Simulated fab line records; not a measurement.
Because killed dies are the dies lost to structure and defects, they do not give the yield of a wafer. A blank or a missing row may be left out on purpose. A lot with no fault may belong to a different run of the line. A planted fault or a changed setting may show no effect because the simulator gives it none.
Which tool is to blame? || flow sky130 || 42 wafers from 14 lots sampled at 4 of the route's 708 steps

## WHAT EACH GAUGE READ, for each wafer
SKY_VT_ADJUST_NCORE_OVL_MEAS_08. Usual: VT_ADJUST_NCORE_OVL typically reads -0.4 nm, with standard deviation 1.3.
{"lot": "L736", "measured": "day 8 19:02", "on": "overlay-02", "VT_ADJUST_NCORE_OVL (nm)": "-0.1 -0.3 -1.2", "flag": ""}
{"lot": "L737", "measured": "day 9 01:50", "on": "overlay-01", "VT_ADJUST_NCORE_OVL (nm)": "-3.6 -1.4 -2.0", "flag": ""}
{"lot": "L740", "measured": "day 10 05:14", "on": "overlay-01", "VT_ADJUST_NCORE_OVL (nm)": "0.5 1.5 2.0", "flag": ""}
{"lot": "L741", "measured": "day 10 06:35", "on": "overlay-01", "VT_ADJUST_NCORE_OVL (nm)": "1.6 1.7 -0.7", "flag": ""}
{"lot": "L742", "measured": "day 10 10:11", "on": "overlay-01", "VT_ADJUST_NCORE_OVL (nm)": "-0.9 1.0 0.3", "flag": ""}
{"lot": "L743", "measured": "day 10 18:02", "on": "overlay-01", "VT_ADJUST_NCORE_OVL (nm)": "-3.1 0.3 -0.6", "flag": ""}
{"lot": "L744", "measured": "day 11 00:26", "on": "overlay-01", "VT_ADJUST_NCORE_OVL (nm)": "-2.5 -0.1 -1.2", "flag": ""}
{"lot": "L745", "measured": "day 11 05:08", "on": "overlay-01", "VT_ADJUST_NCORE_OVL (nm)": "2.0 -0.3 2.5", "flag": ""}
{"lot": "L748", "measured": "day 12 01:23", "on": "overlay-02", "VT_ADJUST_NCORE_OVL (nm)": "-0.3 1.0 1.2", "flag": ""}
{"lot": "L750", "measured": "day 12 19:47", "on": "overlay-01", "VT_ADJUST_NCORE_OVL (nm)": "0.9 -0.8 -0.7", "flag": ""}
{"lot": "L751", "measured": "day 13 00:29", "on": "overlay-01", "VT_ADJUST_NCORE_OVL (nm)": "-0.9 -1.5 0.2", "flag": ""}
{"lot": "L752", "measured": "day 13 11:05", "on": "overlay-01", "VT_ADJUST_NCORE_OVL (nm)": "2.0 0.8 0.2", "flag": ""}
{"lot": "L753", "measured": "day 13 12:11", "on": "overlay-02", "VT_ADJUST_NCORE_OVL (nm)": "-0.9 -0.9 -2.0", "flag": ""}
{"lot": "L754", "measured": "day 13 20:12", "on": "overlay-02", "VT_ADJUST_NCORE_OVL (nm)": "2.0 0.6 1.8", "flag": ""}

SKY_SONOS_TUNNEL_CD_MEAS_07 targets a cd of 410 nm. Usual: cdNm at 410.2 nm, with a standard deviation of 2.
{"lot": "L736", "measured": "day 11 11:35", "on": "cdSem-01", "cdNm (nm)": "408.6 406.2 408.5", "flag": ""}
{"lot": "L737", "measured": "day 11 19:19", "on": "cdSem-02", "cdNm (nm)": "412.3 413.4 410.9", "flag": ""}
{"lot": "L740", "measured": "day 13 01:32", "on": "cdSem-02", "cdNm (nm)": "408.0 408.8 407.9", "flag": ""}
{"lot": "L741", "measured": "day 13 03:02", "on": "cdSem-02", "cdNm (nm)": "411.6 415.0 412.6", "flag": ""}
{"lot": "L742", "measured": "day 13 08:29", "on": "cdSem-01", "cdNm (nm)": "408.6 412.2 409.7", "flag": ""}
{"lot": "L743", "measured": "day 13 17:56", "on": "cdSem-02", "cdNm (nm)": "406.9 410.9 410.4", "flag": ""}
{"lot": "L744", "measured": "day 14 02:08", "on": "cdSem-01", "cdNm (nm)": "409.6 408.9 410.5", "flag": ""}
{"lot": "L745", "measured": "day 14 07:38", "on": "cdSem-02", "cdNm (nm)": "410.2 409.4 409.1", "flag": ""}
{"lot": "L748", "measured": "day 15 06:29", "on": "cdSem-02", "cdNm (nm)": "408.3 409.0 408.0", "flag": ""}
{"lot": "L750", "measured": "day 16 04:32", "on": "cdSem-01", "cdNm (nm)": "408.4 408.6 407.5", "flag": ""}
{"lot": "L751", "measured": "day 16 08:41", "on": "cdSem-02", "cdNm (nm)": "409.4 409.7 409.1", "flag": ""}
{"lot": "L752", "measured": "day 16 21:43", "on": "cdSem-01", "cdNm (nm)": "410.3 411.1 412.0", "flag": ""}
{"lot": "L753", "measured": "day 16 22:07", "on": "cdSem-02", "cdNm (nm)": "407.8 407.8 407.9", "flag": ""}
{"lot": "L754", "measured": "day 17 08:20", "on": "cdSem-02", "cdNm (nm)": "412.9 412.7 412.4", "flag": ""}

SKY_SONOS_ONO_THK_MEAS_01. Usual: SONOS_ONO_OXIDATION_THK typically reads 2.62 nm, with standard deviation 0.056.
{"lot": "L736", "measured": "day 11 13:36", "on": "filmMetro-02", "SONOS_ONO_OXIDATION_THK (nm)": "2.60 2.65 2.57", "flag": ""}
{"lot": "L737", "measured": "day 11 21:50", "on": "filmMetro-04", "SONOS_ONO_OXIDATION_THK (nm)": "2.68 2.65 2.58", "flag": ""}
{"lot": "L740", "measured": "day 13 04:00", "on": "filmMetro-02", "SONOS_ONO_OXIDATION_THK (nm)": "2.68 2.61 2.63", "flag": ""}
{"lot": "L741", "measured": "day 13 06:51", "on": "filmMetro-04", "SONOS_ONO_OXIDATION_THK (nm)": "2.73 2.61 2.72", "flag": ""}
{"lot": "L742", "measured": "day 13 10:28", "on": "filmMetro-01", "SONOS_ONO_OXIDATION_THK (nm)": "2.63 2.64 2.61", "flag": ""}
{"lot": "L743", "measured": "day 13 20:33", "on": "filmMetro-02", "SONOS_ONO_OXIDATION_THK (nm)": "2.60 2.68 2.74", "flag": ""}
{"lot": "L744", "measured": "day 14 05:01", "on": "filmMetro-04", "SONOS_ONO_OXIDATION_THK (nm)": "2.66 2.71 2.63", "flag": ""}
{"lot": "L745", "measured": "day 14 11:43", "on": "filmMetro-04", "SONOS_ONO_OXIDATION_THK (nm)": "2.50 2.61 2.56", "flag": ""}
{"lot": "L748", "measured": "day 15 08:29", "on": "filmMetro-01", "SONOS_ONO_OXIDATION_THK (nm)": "2.59 2.61 2.63", "flag": ""}
{"lot": "L750", "measured": "day 16 06:56", "on": "filmMetro-04", "SONOS_ONO_OXIDATION_THK (nm)": "3.47 3.41 3.40", "flag": "OFF"}
{"lot": "L751", "measured": "day 16 10:57", "on": "filmMetro-01", "SONOS_ONO_OXIDATION_THK (nm)": "2.55 2.57 2.54", "flag": ""}
{"lot": "L752", "measured": "day 16 23:45", "on": "filmMetro-04", "SONOS_ONO_OXIDATION_THK (nm)": "2.64 2.63 2.62", "flag": ""}
{"lot": "L753", "measured": "day 17 01:03", "on": "filmMetro-02", "SONOS_ONO_OXIDATION_THK (nm)": "3.43 3.42 3.41", "flag": "OFF"}
{"lot": "L754", "measured": "day 17 10:40", "on": "filmMetro-01", "SONOS_ONO_OXIDATION_THK (nm)": "2.65 2.61 2.58", "flag": ""}

## WHICH TOOL RAN EACH LOT (tool, then ch and the chambers of the sampled wafers, then the start)
{"lot": "L736", "SKY_SONOS_ONO_OXIDATION_00": "furnace-01 ch 0, day 11 12:16"}
{"lot": "L737", "SKY_SONOS_ONO_OXIDATION_00": "furnace-01 ch 0, day 11 20:29"}
{"lot": "L740", "SKY_SONOS_ONO_OXIDATION_00": "furnace-02 ch 0, day 13 02:39"}
{"lot": "L741", "SKY_SONOS_ONO_OXIDATION_00": "furnace-02 ch 0, day 13 05:29"}
{"lot": "L742", "SKY_SONOS_ONO_OXIDATION_00": "furnace-01 ch 0, day 13 09:07"}
{"lot": "L743", "SKY_SONOS_ONO_OXIDATION_00": "furnace-01 ch 0, day 13 19:11"}
{"lot": "L744", "SKY_SONOS_ONO_OXIDATION_00": "furnace-01 ch 0, day 14 03:38"}
{"lot": "L745", "SKY_SONOS_ONO_OXIDATION_00": "furnace-02 ch 0, day 14 10:21"}
{"lot": "L748", "SKY_SONOS_ONO_OXIDATION_00": "furnace-01 ch 0, day 15 07:08"}
{"lot": "L750", "SKY_SONOS_ONO_OXIDATION_00": "furnace-01 ch 0, day 16 05:35"}
{"lot": "L751", "SKY_SONOS_ONO_OXIDATION_00": "furnace-02 ch 0, day 16 09:36"}
{"lot": "L752", "SKY_SONOS_ONO_OXIDATION_00": "furnace-02 ch 0, day 16 22:25"}
{"lot": "L753", "SKY_SONOS_ONO_OXIDATION_00": "furnace-01 ch 0, day 16 23:42"}
{"lot": "L754", "SKY_SONOS_ONO_OXIDATION_00": "furnace-02 ch 0, day 17 09:17"}
- SKY_SONOS_ONO_OXIDATION_00: stabilise 600 s, purge 300 s, target thk 2.6 nm.

## AS READ BY THE TOOLS THEMSELVES (means over the sampled wafers that have a number; for cases with no such wafer, the mark the record gives instead)
SKY_SONOS_ONO_OXIDATION_00. Usual: spikeTcBottomC 817.9 C, standard deviation 1.3; spikeTcCentreC 801.1 C, standard deviation 1.2; spikeTcLowerC 800.3 C, standard deviation 1.1; spikeTcTopC 815.1 C, standard deviation 2.5; spikeTcUpperC 800.5 C, standard deviation 1; tubeCenterTempC 800 C, standard deviation 0.07; tube_center_temp_C_max 802.1, standard deviation 0.35; zonePowerLowerPct 13.39 %, standard deviation 0.13; zonePowerTopPct 30 %, standard deviation 4.5.
{"lot": "L736", "tool": "furnace-01", "spikeTcBottomC (C)": 817.4, "spikeTcCentreC (C)": 801.8, "spikeTcLowerC (C)": 799.3, "spikeTcTopC (C)": 817.6, "spikeTcUpperC (C)": 800.3, "tubeCenterTempC (C)": 800, "tube_center_temp_C_max": 802.0, "zonePowerLowerPct (%)": 13.48, "zonePowerTopPct (%)": 25, "flag": ""}
{"lot": "L737", "tool": "furnace-01", "spikeTcBottomC (C)": 818.1, "spikeTcCentreC (C)": 801.3, "spikeTcLowerC (C)": 800.9, "spikeTcTopC (C)": 816.9, "spikeTcUpperC (C)": 800.4, "tubeCenterTempC (C)": 800, "tube_center_temp_C_max": 802.4, "zonePowerLowerPct (%)": 13.36, "zonePowerTopPct (%)": 26, "flag": ""}
{"lot": "L740", "tool": "furnace-02", "spikeTcBottomC (C)": 817.6, "spikeTcCentreC (C)": 800.1, "spikeTcLowerC (C)": 800.8, "spikeTcTopC (C)": 812.1, "spikeTcUpperC (C)": 800.1, "tubeCenterTempC (C)": 800, "tube_center_temp_C_max": 801.9, "zonePowerLowerPct (%)": 13.35, "zonePowerTopPct (%)": 35, "flag": ""}
{"lot": "L741", "tool": "furnace-02", "spikeTcBottomC (C)": 818.6, "spikeTcCentreC (C)": 800.6, "spikeTcLowerC (C)": 799.6, "spikeTcTopC (C)": 812.3, "spikeTcUpperC (C)": 802.0, "tubeCenterTempC (C)": 800, "tube_center_temp_C_max": 802.5, "zonePowerLowerPct (%)": 13.43, "zonePowerTopPct (%)": 35, "flag": ""}
{"lot": "L742", "tool": "furnace-01", "spikeTcBottomC (C)": 817.1, "spikeTcCentreC (C)": 801.9, "spikeTcLowerC (C)": 801.1, "spikeTcTopC (C)": 816.5, "spikeTcUpperC (C)": 801.5, "tubeCenterTempC (C)": 800, "tube_center_temp_C_max": 802.3, "zonePowerLowerPct (%)": 13.41, "zonePowerTopPct (%)": 25, "flag": ""}
{"lot": "L743", "tool": "furnace-01", "spikeTcBottomC (C)": 816.8, "spikeTcCentreC (C)": 801.6, "spikeTcLowerC (C)": 800.1, "spikeTcTopC (C)": 817.2, "spikeTcUpperC (C)": 801.0, "tubeCenterTempC (C)": 800, "tube_center_temp_C_max": 802.1, "zonePowerLowerPct (%)": 13.36, "zonePowerTopPct (%)": 25, "flag": ""}
{"lot": "L744", "tool": "furnace-01", "spikeTcBottomC (C)": 817.4, "spikeTcCentreC (C)": 801.5, "spikeTcLowerC (C)": 799.9, "spikeTcTopC (C)": 816.7, "spikeTcUpperC (C)": 800.0, "tubeCenterTempC (C)": 800, "tube_center_temp_C_max": 802.1, "zonePowerLowerPct (%)": 13.43, "zonePowerTopPct (%)": 25, "flag": ""}
{"lot": "L745", "tool": "furnace-02", "spikeTcBottomC (C)": 819.4, "spikeTcCentreC (C)": 800.9, "spikeTcLowerC (C)": 800.0, "spikeTcTopC (C)": 811.6, "spikeTcUpperC (C)": 800.1, "tubeCenterTempC (C)": 800, "tube_center_temp_C_max": 801.9, "zonePowerLowerPct (%)": 13.37, "zonePowerTopPct (%)": 35, "flag": ""}
{"lot": "L748", "tool": "furnace-01", "spikeTcBottomC (C)": 817.7, "spikeTcCentreC (C)": 802.0, "spikeTcLowerC (C)": 800.8, "spikeTcTopC (C)": 816.8, "spikeTcUpperC (C)": 801.4, "tubeCenterTempC (C)": 800, "tube_center_temp_C_max": 801.9, "zonePowerLowerPct (%)": 13.36, "zonePowerTopPct (%)": 26, "flag": ""}
{"lot": "L750", "tool": "furnace-01", "spikeTcBottomC (C)": 837.5, "spikeTcCentreC (C)": 822.1, "spikeTcLowerC (C)": 821.4, "spikeTcTopC (C)": 837.4, "spikeTcUpperC (C)": 820.4, "tubeCenterTempC (C)": 820, "tube_center_temp_C_max": 821.8, "zonePowerLowerPct (%)": 14.17, "zonePowerTopPct (%)": 27, "flag": "OFF"}
{"lot": "L751", "tool": "furnace-02", "spikeTcBottomC (C)": 819.1, "spikeTcCentreC (C)": 800.0, "spikeTcLowerC (C)": 800.2, "spikeTcTopC (C)": 813.5, "spikeTcUpperC (C)": 800.1, "tubeCenterTempC (C)": 800, "tube_center_temp_C_max": 802.0, "zonePowerLowerPct (%)": 13.37, "zonePowerTopPct (%)": 34, "flag": ""}
{"lot": "L752", "tool": "furnace-02", "spikeTcBottomC (C)": 817.7, "spikeTcCentreC (C)": 800.1, "spikeTcLowerC (C)": 799.8, "spikeTcTopC (C)": 812.9, "spikeTcUpperC (C)": 801.4, "tubeCenterTempC (C)": 800, "tube_center_temp_C_max": 802.1, "zonePowerLowerPct (%)": 13.36, "zonePowerTopPct (%)": 35, "flag": ""}
{"lot": "L753", "tool": "furnace-01", "spikeTcBottomC (C)": 836.1, "spikeTcCentreC (C)": 821.8, "spikeTcLowerC (C)": 820.2, "spikeTcTopC (C)": 835.5, "spikeTcUpperC (C)": 820.2, "tubeCenterTempC (C)": 820, "tube_center_temp_C_max": 822.0, "zonePowerLowerPct (%)": 14.11, "zonePowerTopPct (%)": 27, "flag": "OFF"}
{"lot": "L754", "tool": "furnace-02", "spikeTcBottomC (C)": 818.9, "spikeTcCentreC (C)": 800.4, "spikeTcLowerC (C)": 800.1, "spikeTcTopC (C)": 812.7, "spikeTcUpperC (C)": 801.0, "tubeCenterTempC (C)": 800, "tube_center_temp_C_max": 802.2, "zonePowerLowerPct (%)": 13.30, "zonePowerTopPct (%)": 35, "flag": ""}

## THE ANSWER, worked out from the rows above alone
Rule: a lot is off if the mean of its wafers that have a number lies more than 3 standard deviations from the usual mean. A lot without any number at a reading at which 4 lots or more have one is off too. All remaining lots with rows at the step are treated as sound. The gauges are gone through in route order, then the tools' own readings, and for those a lot's mean is taken as printed above. The first step at which some lot is off is used, and at that step the reading that is off furthest; a lot without a number counts as furthest.
Off: L750, L753, at SKY_SONOS_ONO_THK_MEAS_01 (SONOS_ONO_OXIDATION_THK).
A tool fits if, at a process step before that reading, it ran every lot that is off, and no sound lot after the first of them. The gauges at SKY_SONOS_ONO_THK_MEAS_01 aren't tried: what is off there is off at SKY_SONOS_ONO_OXIDATION_00 too, on other tools, and a gauge's error can't cause that. One candidate fits, namely furnace-01 at SKY_SONOS_ONO_OXIDATION_00. Its last sound lot is L748 (day 15 07:08), its first lot that is off L750 (day 16 05:35): a fault that began between those two fits.
The tool's own readings at SKY_SONOS_ONO_OXIDATION_00 bear it out: on the lots that are off they differ by more than 5 times the standard deviation of the sound lots' means. spikeTcBottomC reads 836.8 C there against 818.0 C on the sound lots; spikeTcCentreC reads 822.0 C there against 801.0 C on the sound lots; spikeTcLowerC reads 820.8 C there against 800.2 C on the sound lots; spikeTcTopC reads 836.5 C there against 814.7 C on the sound lots; spikeTcUpperC reads 820.3 C there against 800.8 C on the sound lots; tubeCenterTempC reads 820 C there against 800 C on the sound lots; tube_center_temp_C_max reads 821.9 there against 802.1 on the sound lots; zonePowerLowerPct reads 14.14 % there against 13.38 % on the sound lots.

## WHAT THE SIMULATOR HAD INSERTED
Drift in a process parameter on furnace-01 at SKY_SONOS_ONO_OXIDATION_00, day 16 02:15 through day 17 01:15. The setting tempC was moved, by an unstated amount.
Lots struck among those shown: L750, L753. Same finding as the rule above.
